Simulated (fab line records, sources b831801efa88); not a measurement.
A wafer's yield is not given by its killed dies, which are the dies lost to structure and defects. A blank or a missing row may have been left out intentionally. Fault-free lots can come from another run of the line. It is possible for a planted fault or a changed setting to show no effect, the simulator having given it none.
2 desks looking at one fault | flow sfq line | only its own numbers are on each desk; what lay behind them is given at the end

THE METROLOGY DESK
Lot by lot, what the gauges showed, no matter which tool ran the lot: averages of those sampled wafers that carry a number. Any lot whose mean is over 4 standard deviations away from the usual mean is out of limits and marked OUT; that distance is given in the brackets.
Columns: A = M1_NB_RS at SFQ_M1_RS_MEAS_909, usual 0.893 ohm/sq; B = I3_OVL at SFQ_I3_OVL_MEAS_923, usual 2 nm
lot  | first seen here | A               | B
L821 | day 13 19:14    | 0.908           | 15
L823 | day 16 14:28    | 0.890           | 7
L825 | day 17 14:35    | 0.895           | 11
L826 | day 17 23:06    | 0.895           | 10
L827 | day 18 00:12    | 0.896           | -4
L828 | day 18 02:34    | 0.713 (-18) OUT | -2
L830 | day 18 09:45    | 0.769 (-12) OUT | 8
L831 | day 18 10:57    | 0.904           | -1
L832 | day 18 14:33    | 0.894           | 5
L835 | day 18 21:45    | 0.885           | -3
L836 | day 18 23:01    | 0.750 (-14) OUT | -2
L837 | day 19 03:51    | 0.906           | 14
L838 | day 19 04:57    | 0.882           | 4
L841 | day 19 10:58    | 0.901           | -3
L842 | day 19 18:09    | 0.897           | 4
This desk's finding: out of limits on L828, L830, L836; first on L828, day 18 02:34 (M1_NB_RS at SFQ_M1_RS_MEAS_909). L821, L823, L825, L826, L827, L831, L832, L835, L837, L838, L841, L842: within limits.

THE TOOL OWNER'S DESK: pvd sputter-06
The tool's own readings at SFQ_TRILAYER_M1_DEP_SPUTTER_037 (material Nb, target thk 200 nm, time 133.3 s): means of the sampled wafers that have a number, for each lot that ran on this tool. Any lot whose mean is over 4 standard deviations away from the usual mean is out of limits and marked OUT; that distance is given in the brackets.
Columns: A = throttle valve pct at SFQ_TRILAYER_M1_DEP_SPUTTER_037, usual 30.3 %
lot  | first seen here | A
L825 | day 17 14:28    | 29.6
L826 | day 17 22:56    | 28.9
L828 | day 18 02:28    | 29.8
L830 | day 18 09:40    | 28.8
L836 | day 18 22:52    | 30.0
Finding of this desk: none of the 5 lots has anything out of limits.

PUT TOGETHER
An alarm was possible from the metrology desk at day 18 02:34, on L828, L830, L836.
Nothing out of limits was seen by the tool owner's desk.
The tool owner's desk has L828, L830, L836 on record, within its limits.
SFQ_TRILAYER_M1_DEP_SPUTTER_037 was run on pvd sputter-06 by each of the lots named.

WHAT WAS PUT IN BY THE SIMULATOR
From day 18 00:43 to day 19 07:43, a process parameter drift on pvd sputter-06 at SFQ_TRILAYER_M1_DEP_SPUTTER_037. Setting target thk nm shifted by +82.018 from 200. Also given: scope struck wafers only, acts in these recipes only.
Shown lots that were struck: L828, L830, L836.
Hours from the fault's start to each desk's first reading out of limits: the metrology desk, 2.
